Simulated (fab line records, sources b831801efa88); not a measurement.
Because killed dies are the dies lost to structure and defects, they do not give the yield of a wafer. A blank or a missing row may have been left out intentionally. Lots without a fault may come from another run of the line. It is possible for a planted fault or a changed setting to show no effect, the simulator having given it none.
fab line records -- flow sfqLine
record lots=6, wafers=18, lastDay=96
route steps=325 shown M6@251
lots untouched by any fault: they come from a run of this same line in which no faults occurred
startH: start of the lot's first displayed wafer, in hours after the record's first day -- waitH: time in hours since the lot's previous step -- " the same as in the row above -- L1.1+2: a row that stands for several wafers -- - no value present, or no start provided -- * or withheld: withheld -- < > ~ a bound
route shown NAME@n: names a module that has steps shown in the file, with the first one's number in the route -- usual: mean/standard deviation taken from wafers without a fault -- same: alike in all rows -- chamber/n: place in a boat -- sites: each site's reading -- _std_site: standard deviation of those values -- _edge_site: mean of outer sites minus mean of inner sites -- radiusMm: how far each site lies from the wafer's centre -- mask NAME#n: copy n -- behind: the tool/chamber that last shaped the wafer -- hold: cause of the lot's hold/its duration in hours/its outcome -- device: names the non-switching transistor (n, p or np) -- end of line: tests of these same wafers at the route's end -- where a step has no rows: the recipe by itself -- killed: at the first sort, the dies lost to defects and structure; wafer yield is something else -- map: dies across one wafer; x = killed, . = not, _ = none there
set.NAME: setting as actually run; set.NAME@STEP: the setting as run at that earlier step -- model.NAME: the simulator's own value behind a step, which no gauge read
lots at some steps of the route; a table a step, a row a wafer
services: the hour from which a tool's chamber was out of use, counted from the record's first day as startH (under 0 if before that day), plus the number of hours and why
## steps
# step SFQ_TRILAYER_M6_DEP_PRE_CLEAN_158
# recipe gas=Ar, timeS=22.5, biasV=250
# step SFQ_TRILAYER_M6_DEP_SPUTTER_157
# recipe material=Nb, basePressurePa=1.33e-06, chamberPressurePa=0.1333, substrateTempC=20, targetThkNm=200, powerW=2000, timeS=133.3
# usual basePressurePa=1.34e-06/9.9e-08, throttleValvePct=29.7/0.81
# same timeS=133.3
lot.wafer,tool,chamber,startH,waitH,basePressurePa,throttleValvePct
L928.3,pvdSputter-03,-,1625.15,0.0,1.24e-06,29.4
L928.4,pvdSputter-03,-,1625.15,0.0,1.44e-06,30.6
L928.6,pvdSputter-03,-,1625.15,0.0,1.26e-06,30.5
L938.3,pvdSputter-03,-,1821.15,0.0,1.36e-06,29.3
L938.5,pvdSputter-03,-,1821.15,0.0,1.37e-06,29.7
L938.6,pvdSputter-03,-,1821.15,0.0,1.21e-06,29.2
L945.1,pvdSputter-06,-,1886.07,0.0,1.35e-06,28.9
L945.2,pvdSputter-06,-,1886.07,0.0,1.23e-06,28.2
L945.4,pvdSputter-06,-,1886.07,0.0,1.31e-06,31.9
L946.1,pvdSputter-03,-,1887.27,0.0,1.32e-06,29.4
L946.3,pvdSputter-03,-,1887.27,0.0,1.38e-06,30.2
L946.5,pvdSputter-03,-,1887.27,0.0,1.46e-06,29.6
L947.1,pvdSputter-04,-,1898.40,0.0,1.36e-06,28.7
L947.2,pvdSputter-04,-,1898.40,0.0,1.49e-06,29.4
L947.3,pvdSputter-04,-,1898.40,0.0,1.27e-06,30.2
L948.1,pvdSputter-04,-,1903.62,0.0,1.37e-06,30.5
L948.3,pvdSputter-04,-,1903.62,0.0,1.28e-06,29.8
L948.4,pvdSputter-04,-,1903.62,0.0,1.49e-06,28.9
# step SFQ_M6_RS_MEAS_938
# recipe thkMeasGauge=four-point-probe, reads=Nb_of_TRILAYER_M6_DEP_SPUTTER_157
# usual M6_NB_RS=0.887/0.0068
lot.wafer,tool,chamber,startH,waitH,M6_NB_RS[ohm/sq]
L928.3,filmMetro-04,-,1625.28,0.1,0.891
L928.4,filmMetro-04,-,1625.28,0.1,0.889
L928.6,filmMetro-04,-,1625.28,0.1,0.885
L938.3,filmMetro-04,-,1821.28,0.1,0.892
L938.5,filmMetro-04,-,1821.28,0.1,0.892
L938.6,filmMetro-04,-,1821.28,0.1,0.892
L945.1,filmMetro-04,-,1886.16,0.0,0.894
L945.2,filmMetro-04,-,1886.16,0.0,0.893
L945.4,filmMetro-04,-,1886.16,0.0,0.905
L946.1,filmMetro-04,-,1887.36,0.0,0.879
L946.3,filmMetro-04,-,1887.36,0.0,0.875
L946.5,filmMetro-04,-,1887.36,0.0,0.875
L947.1,filmMetro-04,-,1898.49,0.0,0.897
L947.2,filmMetro-04,-,1898.49,0.0,0.888
L947.3,filmMetro-04,-,1898.49,0.0,0.890
L948.1,filmMetro-04,-,1903.71,0.0,0.883
L948.3,filmMetro-04,-,1903.71,0.0,0.886
L948.4,filmMetro-04,-,1903.71,0.0,0.886
# step SFQ_TRILAYER_M6_LITHO_COAT_164
# recipe resist=BARC, spinRpm=3000, resistThkNm=62
# step SFQ_TRILAYER_M6_LITHO_COAT_159
# recipe resist=KrF, spinRpm=3000, resistThkNm=600
# step SFQ_TRILAYER_M6_LITHO_SOFTBAKE_163
# recipe tempC=withheld, timeS=withheld, resist=KrF
# step SFQ_TRILAYER_M6_LITHO_EXPOSE_160
# recipe maskId=M6, na=0.6, sourceShape=conventional, sigmaOuter=0.65, targetCdNm=500, doseMj=14.4
# step SFQ_TRILAYER_M6_LITHO_PEB_162
# recipe pebTempC=115, pebTimeS=58.65, resist=KrF
# step SFQ_TRILAYER_M6_LITHO_DEVELOP_161
# recipe timeS=60, resist=KrF
# step SFQ_M6_OVL_MEAS_940
# usual M6_OVL=1/5.3
lot.wafer,tool,chamber,startH,waitH,M6_OVL[nm]
L928.3,overlay-01,-,1749.85,0.1,-4
L928.4,overlay-01,-,1749.85,0.1,-4
L928.6,overlay-01,-,1749.85,0.1,-7
L938.3,overlay-02,-,1924.33,0.1,-2
L938.5,overlay-02,-,1924.33,0.1,-3
L938.6,overlay-02,-,1924.33,0.1,-3
L945.1,overlay-01,-,1984.09,0.1,-5
L945.2,overlay-01,-,1984.09,0.1,-8
L945.4,overlay-01,-,1984.09,0.1,-10
L946.1,overlay-01,-,1986.49,0.1,2
L946.3,overlay-01,-,1986.49,0.1,-6
L946.5,overlay-01,-,1986.49,0.1,-2
L947.1,overlay-02,-,1999.82,0.1,2
L947.2,overlay-02,-,1999.82,0.1,6
L947.3,overlay-02,-,1999.82,0.1,-3
L948.1,overlay-01,-,2006.26,0.1,-13
L948.3,overlay-01,-,2006.26,0.1,-11
L948.4,overlay-01,-,2006.26,0.1,-5
# step SFQ_TRILAYER_M6_BARC_OPEN_METAL_ETCH_206
# recipe maskMaterial=PR, chemistry=O2, targetDepthNm=125, target=BARC, icpW=600, biasW=80, pressureMtorr=10, timeS=41.7
# usual biasW=79.97/0.24, drypumpMotorCurrentA=5.97/0.3, oesProductAu=0.684/0.0048
# same timeS=41.7
lot.wafer,tool,chamber,startH,waitH,biasW,drypumpMotorCurrentA,oesProductAu,rfHoursCounterH
L928.3,rieMetal-03,1,1749.89,0.0,80.37,5.81,0.682,-
L928.4,rieMetal-03,0,1749.89,0.0,79.49,6.33,0.678,-
L928.6,rieMetal-03,0,1749.89,0.0,79.94,6.35,0.686,-
L938.3,rieMetal-04,0,1924.38,0.0,80.26,5.68,0.680,-
L938.5,rieMetal-04,0,1924.38,0.0,80.07,5.68,0.683,-
L938.6,rieMetal-04,1,1924.38,0.0,80.29,6.38,0.679,-
L945.1,rieMetal-04,1,1984.13,0.0,79.83,6.40,0.682,79
L945.2,rieMetal-04,0,1984.13,0.0,79.56,5.71,0.685,117
L945.4,rieMetal-04,0,1984.13,0.0,79.94,5.69,0.678,-
L946.1,rieMetal-01,0,1986.53,0.0,79.95,5.63,0.679,63
L946.3,rieMetal-01,0,1986.53,0.0,79.93,5.64,0.681,-
L946.5,rieMetal-01,1,1986.53,0.0,80.30,5.87,0.685,-
L947.1,rieMetal-04,0,1999.85,0.0,80.10,5.70,0.675,119
L947.2,rieMetal-04,1,1999.85,0.0,80.60,6.37,0.686,81
L947.3,rieMetal-04,0,1999.85,0.0,80.28,5.68,0.688,-
L948.1,rieMetal-03,0,2006.29,0.0,79.93,6.34,0.690,87
L948.3,rieMetal-03,1,2006.29,0.0,80.00,5.82,0.681,-
L948.4,rieMetal-03,0,2006.29,0.0,79.85,6.36,0.690,-
# step SFQ_TRILAYER_M6_ETCH_METAL_ETCH_162
# recipe target=Nb, stopOn=SiO2, maskMaterial=PR, chemistry=Cl2/Ar, targetDepthNm=240, icpW=600, biasW=80, pressureMtorr=10, timeS=120
# usual biasW=80.01/0.25, drypumpMotorCurrentA=6.0/0.3, oesProductAu=0.896/0.0058
# same timeS=120
lot.wafer,tool,chamber,startH,waitH,biasW,drypumpMotorCurrentA,oesProductAu,rfHoursCounterH,model.KrF_of_TRILAYER_M6_LITHO_COAT_159.thkNm,model.SiO2_of_TRILAYER_A5C_DEP_PECVD_142.thkNm
L928.3,rieMetal-03,1,1749.97,0.1,80.62,5.8,0.891,-,381,61.41
L928.4,rieMetal-03,0,1749.97,0.1,79.84,6.3,0.897,-,379.4,62.85
L928.6,rieMetal-03,0,1749.97,0.1,79.73,6.3,0.899,-,379.2,62.2
L938.3,rieMetal-04,0,1924.46,0.1,79.83,5.7,0.891,-,382.4,62.23
L938.5,rieMetal-04,0,1924.46,0.1,79.92,5.7,0.891,-,383.5,62.97
L938.6,rieMetal-04,1,1924.46,0.1,79.89,6.4,0.896,-,384.1,62.98
L945.1,rieMetal-04,1,1984.19,0.0,97.48,6.4,0.889,79,369.7,60.96
L945.2,rieMetal-04,0,1984.19,0.0,97.70,5.7,0.897,117,370.2,59.98
L945.4,rieMetal-04,0,1984.19,0.0,98.03,5.7,0.888,-,367.9,60.99
L946.1,rieMetal-01,0,1986.59,0.0,80.19,5.6,0.904,63,382.9,63.23
L946.3,rieMetal-01,0,1986.59,0.0,80.11,5.6,0.900,-,382.7,61.98
L946.5,rieMetal-01,1,1986.59,0.0,80.61,5.9,0.887,-,379.3,63.18
L947.1,rieMetal-04,0,1999.91,0.0,97.57,5.7,0.891,119,369.2,60.21
L947.2,rieMetal-04,1,1999.91,0.0,97.45,6.3,0.893,81,372.5,59.85
L947.3,rieMetal-04,0,1999.91,0.0,97.25,5.7,0.898,-,370,59.39
L948.1,rieMetal-03,0,2006.35,0.0,80.17,6.3,0.901,87,379.1,62.37
L948.3,rieMetal-03,1,2006.35,0.0,80.10,5.8,0.905,-,380.1,63.15
L948.4,rieMetal-03,0,2006.35,0.0,80.25,6.3,0.896,-,377.3,63.61
# step SFQ_TRILAYER_M6_STRIP_STRIP_163
# recipe gas=O2, powerW=200, platenTempC=40, overashFraction=0.65, chemistry=O2, pressureMtorr=50
# usual drypumpMotorCurrentA=5.96/0.3, oesProductAu=1.000/0.0073
lot.wafer,tool,chamber,startH,waitH,drypumpMotorCurrentA,oesProductAu,rfHoursCounterH
L928.3,rieMetal-03,1,1750.25,0.2,5.81,0.992,-
L928.4,rieMetal-03,0,1750.25,0.2,6.33,0.990,-
L928.6,rieMetal-03,0,1750.25,0.2,6.33,0.991,-
L938.3,rieMetal-04,0,1924.74,0.2,5.68,0.990,-
L938.5,rieMetal-04,0,1924.74,0.2,5.70,1.000,-
L938.6,rieMetal-04,1,1924.74,0.2,6.37,0.996,-
L945.1,rieMetal-04,1,1984.31,0.1,6.36,0.995,80
L945.2,rieMetal-04,0,1984.31,0.1,5.69,1.002,117
L945.4,rieMetal-04,0,1984.31,0.1,5.71,0.997,-
L946.1,rieMetal-01,0,1986.71,0.1,5.66,0.993,63
L946.3,rieMetal-01,0,1986.71,0.1,5.63,0.994,-
L946.5,rieMetal-01,1,1986.71,0.1,5.90,1.004,-
L947.1,rieMetal-04,0,2000.04,0.1,5.70,1.002,119
L947.2,rieMetal-04,1,2000.04,0.1,6.38,0.997,82
L947.3,rieMetal-04,0,2000.04,0.1,5.70,1.002,-
L948.1,rieMetal-03,0,2006.48,0.1,6.31,1.008,88
L948.3,rieMetal-03,1,2006.48,0.1,5.84,1.002,-
L948.4,rieMetal-03,0,2006.48,0.1,6.32,1.003,-
## services
tool,chamber,startH,hours,kind
pvdSputter-06,-,1606.47,0.6,repair
pvdSputter-03,-,1606.56,14.3,repair
pvdSputter-06,-,1663.46,2.2,repair
pvdSputter-03,-,1672.32,5.1,repair
rieMetal-04,-,1680.12,0.4,repair
pvdSputter-04,-,1692.21,12.8,repair
pvdSputter-03,-,1712.21,4.1,repair
pvdSputter-06,-,1724.68,1.5,repair
pvdSputter-04,-,1739.84,5.1,repair
rieMetal-01,1,1739.91,20.6,repair
rieMetal-03,1,1763.47,5.0,repair
rieMetal-03,1,1770.76,-,clean
rieMetal-03,1,1770.76,-,consumableReplace:esc
rieMetal-03,-,1844.59,0.3,repair
pvdSputter-06,-,1863.17,8.3,repair
pvdSputter-04,-,1884.74,6.3,repair
rieMetal-01,1,1904.63,17.5,repair
pvdSputter-06,-,1919.46,1.5,repair
rieMetal-04,-,1940.87,0.6,repair
rieMetal-04,-,1942.94,0.1,repair
rieMetal-03,1,1962.26,5.5,repair
rieMetal-04,-,1965.90,2.8,pm
pvdSputter-03,-,1979.15,28.6,repair
pvdSputter-03,-,1988.57,0.8,repair
## key
firstSign step=SFQ_TRILAYER_M6_ETCH_METAL_ETCH_162, reading=biasW, direction=up, sigmas=70, usual=80.01, struck=97.58
effect none on later readings
modelEffect step=SFQ_TRILAYER_M6_ETCH_METAL_ETCH_162, value=KrF_of_TRILAYER_M6_LITHO_COAT_159.thkNm, without=380.5, struck=369.9
metAt SFQ_TRILAYER_M6_ETCH_METAL_ETCH_162
struckWafers L945.1,L945.2,L945.4,L947.1,L947.2,L947.3
onsetBetween 1924.46 1984.19
fault kind=processParameterDrift, tool=rieMetal-04, chamber=-, onsetH=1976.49, steps=SFQ_TRILAYER_M6_ETCH_METAL_ETCH_162, channel=biasW, offset=17.586, shape=step, endH=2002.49, actsIn=theseRecipesOnly, stated=80
